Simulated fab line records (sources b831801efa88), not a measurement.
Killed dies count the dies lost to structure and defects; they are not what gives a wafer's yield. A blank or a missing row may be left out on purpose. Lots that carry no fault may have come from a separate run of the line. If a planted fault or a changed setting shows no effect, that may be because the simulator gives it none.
2 desks, one fault -- flow gf180mcu -- numbers are kept per desk, each desk with only its own; the story behind them comes last

AT THE METROLOGY DESK
What the gauges read, lot by lot, whatever tool the lot ran on: means of the sampled wafers that have a number. Marked OUT: a lot whose mean sits more than 4 standard deviations from the usual mean, which makes it out of limits; the brackets give that distance.
Columns: A = cd-nm at GF_HV_LDD_CD_MEAS_31, usual 400.7 nm; B = PSD_RS at GF_PSD_RS_MEAS_15, usual 108.50 ohm/sq
lot,first seen here,A,B
L242,day 11 21:08,405.1,108.49
L245,day 12 15:32,400.9,108.33
L246,day 13 01:35,398.7,108.64
L247,day 13 10:29,401.7,108.37
L248,day 13 14:43,398.1,108.59
L250,day 14 03:19,401.7,108.97
L251,day 14 10:08,403.1,108.68
L252,day 14 18:12,400.4,108.77
L253,day 15 07:05,400.8,108.89
L254,day 15 09:53,400.9,108.68
L257,day 16 08:05,404.0,108.42
L263,day 18 04:29,401.9,108.49
L264,day 18 13:32,398.5,108.59
This desk's finding: nothing out of limits on any of the 13 lots.

DESK OF THE TOOL OWNER: rie-diel-04
The tool's own readings at GF_V3_ETCH_17 (etches SiO2 in C4F8/O2/Ar, stops on TiN, target depth 635 nm): means of the sampled wafers that have a number, for each lot that ran on this tool. Marked OUT: a lot whose mean sits more than 4 standard deviations from the usual mean, which makes it out of limits; the brackets give that distance.
Columns: A = oes-product-au at GF_V3_ETCH_17, usual 0.857 a.u.
lot,first seen here,A
L245,day 23 14:00,0.858
L247,day 24 12:00,0.858
L248,day 24 18:00,0.852
L257,day 27 09:00,0.855
L263,day 28 22:00,0.851
L264,day 29 07:00,0.857
This desk's finding: nothing out of limits on any of the 6 lots.

PUT TOGETHER
At the metrology desk, nothing out of limits was observed.
The tool owner's desk saw nothing out of limits.

WHAT HAD BEEN PUT IN BY THE SIMULATOR
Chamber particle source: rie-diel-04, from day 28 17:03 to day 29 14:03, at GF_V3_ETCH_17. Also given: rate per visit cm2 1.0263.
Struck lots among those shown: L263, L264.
